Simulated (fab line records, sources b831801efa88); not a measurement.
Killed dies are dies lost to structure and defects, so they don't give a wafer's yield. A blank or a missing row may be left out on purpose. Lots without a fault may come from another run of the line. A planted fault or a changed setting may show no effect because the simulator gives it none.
Which tool did it? | flow sky130 | 13 lots, 39 wafers sampled, at 6 steps of a route of 708

WHAT THE GAUGES READ, wafer by wafer
SKY_POLY_GATE_CD_MEAS_22.
lot  | measured     | on        | cd_nm (nm)
L242 | day 16 17:59 | cd_sem-01 | 147.5 147.1 151.2
L243 | day 16 23:43 | cd_sem-02 | 152.0 149.7 150.7
L244 | day 17 14:32 | cd_sem-01 | 146.4 145.4 147.7
L245 | day 18 10:00 | cd_sem-02 | 148.3 150.9 152.1
L246 | day 18 16:43 | cd_sem-01 | 152.5 149.3 150.9
L249 | day 19 16:54 | cd_sem-02 | 148.3 146.5 150.5
L250 | day 19 22:36 | cd_sem-02 | 149.2 150.7 148.6
L251 | day 20 10:15 | cd_sem-02 | 150.1 150.2 150.9
L252 | day 21 01:33 | cd_sem-02 | 149.2 149.4 147.5
L253 | day 21 07:36 | cd_sem-01 | 150.7 151.7 148.7
L254 | day 21 13:04 | cd_sem-01 | 148.0 147.7 151.5
L258 | day 23 06:58 | cd_sem-01 | 149.4 150.1 151.9
L265 | day 25 20:09 | cd_sem-01 | 144.5 146.8 147.9

SKY_LDD_HVN_TW_MEAS_10.
lot  | measured     | on            | LDD_HVN_TW
L242 | day 20 19:29 | film_metro-04 | 1452 1444 1442
L243 | day 21 01:59 | film_metro-01 | 1433 1438 1445
L244 | day 21 16:37 | film_metro-01 | 1430 1434 1446
L245 | day 22 11:33 | film_metro-04 | 1437 1432 1437
L246 | day 22 20:52 | film_metro-02 | 1442 1438 1440
L249 | day 23 19:41 | film_metro-04 | 1444 1452 1453
L250 | day 24 02:53 | film_metro-01 | 1446 1445 1455
L251 | day 24 12:38 | film_metro-01 | 1450 1447 1444
L252 | day 25 04:05 | film_metro-04 | 1435 1441 1440
L253 | day 25 11:29 | film_metro-01 | 1444 1440 1440
L254 | day 25 16:35 | film_metro-04 | 1432 1435 1442
L258 | day 27 06:47 | film_metro-04 | 767 765 761
L265 | day 29 12:56 | film_metro-02 | 1446 1443 1448

WHICH TOOL RAN EACH LOT (tool, then ch and the chambers of the sampled wafers, then the start)
lot  | SKY_POLY_GATE_ETCH_15              | SKY_LDD_N_STRIP_16                   | SKY_LDD_P_STRIP_10                   | SKY_LDD_HVN_STRIP_09
L242 | rie_diel-03 ch 0,1,3, day 16 16:00 | plasma_asher-02 ch 1, day 18 01:38   | plasma_asher-04 ch 0,1, day 19 10:16 | plasma_asher-01 ch 0,1, day 20 19:23
L243 | rie_diel-03 ch 0,2,3, day 16 21:27 | plasma_asher-04 ch 0,1, day 18 08:05 | plasma_asher-04 ch 0,1, day 19 17:00 | plasma_asher-02 ch 0,1, day 21 01:53
L244 | rie_diel-02 ch 0,2,3, day 17 12:46 | plasma_asher-01 ch 0,1, day 18 22:25 | plasma_asher-03 ch 0,1, day 20 07:41 | plasma_asher-03 ch 0,1, day 21 16:31
L245 | rie_diel-01 ch 1,2,3, day 18 06:42 | plasma_asher-02 ch 0,1, day 19 19:31 | plasma_asher-04 ch 0,1, day 21 03:44 | plasma_asher-02 ch 0,1, day 22 11:28
L246 | rie_diel-03 ch 0,1, day 18 14:19   | plasma_asher-04 ch 0,1, day 20 02:52 | plasma_asher-03 ch 0,1, day 21 11:56 | plasma_asher-03 ch 0,1, day 22 20:46
L249 | rie_diel-03 ch 0,2,3, day 19 15:12 | plasma_asher-04 ch 0,1, day 21 02:38 | plasma_asher-01 ch 0,1, day 22 11:06 | plasma_asher-02 ch 0,1, day 23 19:35
L250 | rie_diel-02 ch 0,1,3, day 19 20:37 | plasma_asher-02 ch 0,1, day 21 09:08 | plasma_asher-04 ch 0,1, day 22 17:51 | plasma_asher-02 ch 0,1, day 24 02:47
L251 | rie_diel-02 ch 1,2, day 20 08:30   | plasma_asher-02 ch 0,1, day 21 19:56 | plasma_asher-03 ch 0,1, day 23 04:00 | plasma_asher-02 ch 0,1, day 24 12:32
L252 | rie_diel-02 ch 2,3, day 20 23:48   | plasma_asher-04 ch 1, day 22 11:08   | plasma_asher-04 ch 0, day 23 19:39   | plasma_asher-03 ch 0, day 25 03:59
L253 | rie_diel-01 ch 0,1,3, day 21 05:55 | plasma_asher-04 ch 0,1, day 22 17:29 | plasma_asher-03 ch 0,1, day 24 02:33 | plasma_asher-02 ch 0,1, day 25 11:23
L254 | rie_diel-02 ch 1,2, day 21 11:15   | plasma_asher-02 ch 0,1, day 22 22:44 | plasma_asher-04 ch 0,1, day 24 07:30 | plasma_asher-01 ch 0,1, day 25 16:29
L258 | rie_diel-03 ch 0,1, day 23 05:15   | plasma_asher-02 ch 0,1, day 24 16:53 | plasma_asher-04 ch 0,1, day 26 01:15 | plasma_asher-01 ch 0,1, day 27 06:41
L265 | rie_diel-02 ch 0,2,3, day 25 18:21 | plasma_asher-01 ch 0,1, day 27 03:38 | plasma_asher-04 ch 0,1, day 28 08:15 | plasma_asher-03 ch 0, day 29 12:50
- SKY_POLY_GATE_ETCH_15: etches BARC in N2/H2, stops on SiO2, time 118.5 s, target depth 110 nm.
- SKY_LDD_N_STRIP_16: strips in O2/N2.
- SKY_LDD_P_STRIP_10: strips in O2/N2.
- SKY_LDD_HVN_STRIP_09: strips in O2/N2.

WHAT THE TOOLS THEMSELVES READ (means of the sampled wafers that have a number; where no wafer has one, the mark that the record gives instead)
SKY_POLY_GATE_ETCH_15.
lot  | tool        | drypump_motor_current_A (A) | oes_product_au (a.u.) | throttle_valve_pct (%)
L242 | rie_diel-03 | 5.86                        | 0.716                 | 13.218
L243 | rie_diel-03 | 5.74                        | 0.719                 | 13.218
L244 | rie_diel-02 | 5.75                        | 0.715                 | 13.210
L245 | rie_diel-01 | 5.50                        | 0.719                 | 13.216
L246 | rie_diel-03 | 5.91                        | 0.715                 | 13.209
L249 | rie_diel-03 | 5.73                        | 0.717                 | 13.211
L250 | rie_diel-02 | 5.47                        | 0.718                 | 13.213
L251 | rie_diel-02 | 5.93                        | 0.719                 | 13.211
L252 | rie_diel-02 | 5.74                        | 0.722                 | 13.220
L253 | rie_diel-01 | 5.70                        | 0.716                 | 13.210
L254 | rie_diel-02 | 5.93                        | 0.716                 | 13.206
L258 | rie_diel-03 | 5.91                        | 0.713                 | 13.210
L265 | rie_diel-02 | 5.75                        | 0.715                 | 13.214

SKY_LDD_N_STRIP_16.
lot  | tool            | drypump_motor_current_A (A) | oes_product_au (a.u.) | strip_time_to_endpoint_s (s)
L242 | plasma_asher-02 | 6.01                        | 0.407                 | 4.317
L243 | plasma_asher-04 | 5.83                        | 0.406                 | 4.333
L244 | plasma_asher-01 | 5.97                        | 0.409                 | 4.309
L245 | plasma_asher-02 | 5.86                        | 0.408                 | 4.318
L246 | plasma_asher-04 | 5.84                        | 0.403                 | 4.326
L249 | plasma_asher-04 | 5.84                        | 0.405                 | 4.326
L250 | plasma_asher-02 | 5.71                        | 0.409                 | 4.314
L251 | plasma_asher-02 | 5.71                        | 0.410                 | 4.310
L252 | plasma_asher-04 | 5.72                        | 0.408                 | 4.321
L253 | plasma_asher-04 | 5.93                        | 0.407                 | 4.284
L254 | plasma_asher-02 | 5.71                        | 0.403                 | 4.307
L258 | plasma_asher-02 | 5.72                        | 0.407                 | 4.289
L265 | plasma_asher-01 | 5.89                        | 0.404                 | 4.327

SKY_LDD_P_STRIP_10.
lot  | tool            | drypump_motor_current_A (A) | oes_product_au (a.u.) | strip_time_to_endpoint_s (s)
L242 | plasma_asher-04 | 5.8                         | 0.718                 | 14.17
L243 | plasma_asher-04 | 5.8                         | 0.717                 | 14.19
L244 | plasma_asher-03 | 5.6                         | 0.713                 | 14.24
L245 | plasma_asher-04 | 6.0                         | 0.718                 | 14.24
L246 | plasma_asher-03 | 6.1                         | 0.716                 | 14.21
L249 | plasma_asher-01 | 5.9                         | 0.719                 | 14.19
L250 | plasma_asher-04 | 5.9                         | 0.713                 | 14.20
L251 | plasma_asher-03 | 5.6                         | 0.714                 | 14.24
L252 | plasma_asher-04 | 6.0                         | 0.716                 | 14.13
L253 | plasma_asher-03 | 6.1                         | 0.715                 | 14.19
L254 | plasma_asher-04 | 5.9                         | 0.711                 | 14.20
L258 | plasma_asher-04 | 5.9                         | 0.955                 | -
L265 | plasma_asher-04 | 5.9                         | 0.719                 | 14.16

SKY_LDD_HVN_STRIP_09.
lot  | tool            | drypump_motor_current_A (A) | oes_product_au (a.u.) | strip_time_to_endpoint_s (s)
L242 | plasma_asher-01 | 5.9                         | 0.410                 | 4.129
L243 | plasma_asher-02 | 5.8                         | 0.408                 | 4.131
L244 | plasma_asher-03 | 6.1                         | 0.411                 | 4.132
L245 | plasma_asher-02 | 5.7                         | 0.411                 | 4.133
L246 | plasma_asher-03 | 5.5                         | 0.408                 | 4.150
L249 | plasma_asher-02 | 5.7                         | 0.411                 | 4.152
L250 | plasma_asher-02 | 5.7                         | 0.406                 | 4.117
L251 | plasma_asher-02 | 5.8                         | 0.409                 | 4.148
L252 | plasma_asher-03 | 5.0                         | 0.409                 | 4.133
L253 | plasma_asher-02 | 5.7                         | 0.403                 | 4.122
L254 | plasma_asher-01 | 5.9                         | 0.408                 | 4.138
L258 | plasma_asher-01 | 5.9                         | 0.496                 | 6.225
L265 | plasma_asher-03 | 5.0                         | 0.411                 | 4.114

THE ANSWER, worked out from the rows above alone
Rule: what is usual is taken from the lots themselves. Put in order of their means at a reading, lots are off if they are a third of the lots or fewer, leave a main group of 4 or more, and stand apart from it by a gap of 3 or more times the standard deviation of the main group's means; of several such gaps the widest counts. A main group whose means are all the same, to the digits that the tables above print for the reading, isn't used. A lot without any number at a reading at which 4 lots or more have one is off too. The other lots that the step has rows for count as sound. The gauges are gone through in route order, then the tools' own readings, and for those a lot's mean is taken as printed above. The first step at which some lot is off is used, and at that step the reading that is off furthest; a lot without a number counts as furthest.
Off: L258, at SKY_LDD_HVN_TW_MEAS_10 (LDD_HVN_TW). The main group: mean 1442, standard deviation 4.9.
A tool fits if, at a process step before that reading, it ran every lot that is off, and no sound lot after the first of them. The gauges at SKY_LDD_HVN_TW_MEAS_10 aren't tried: what is off there is off at SKY_LDD_P_STRIP_10 too, on other tools, and a gauge's error can't cause that. Can't be told from this: 3 tools fit, rie_diel-03 at SKY_POLY_GATE_ETCH_15, plasma_asher-02 at SKY_LDD_N_STRIP_16, plasma_asher-01 at SKY_LDD_HVN_STRIP_09.

WHAT THE SIMULATOR HAD PUT IN
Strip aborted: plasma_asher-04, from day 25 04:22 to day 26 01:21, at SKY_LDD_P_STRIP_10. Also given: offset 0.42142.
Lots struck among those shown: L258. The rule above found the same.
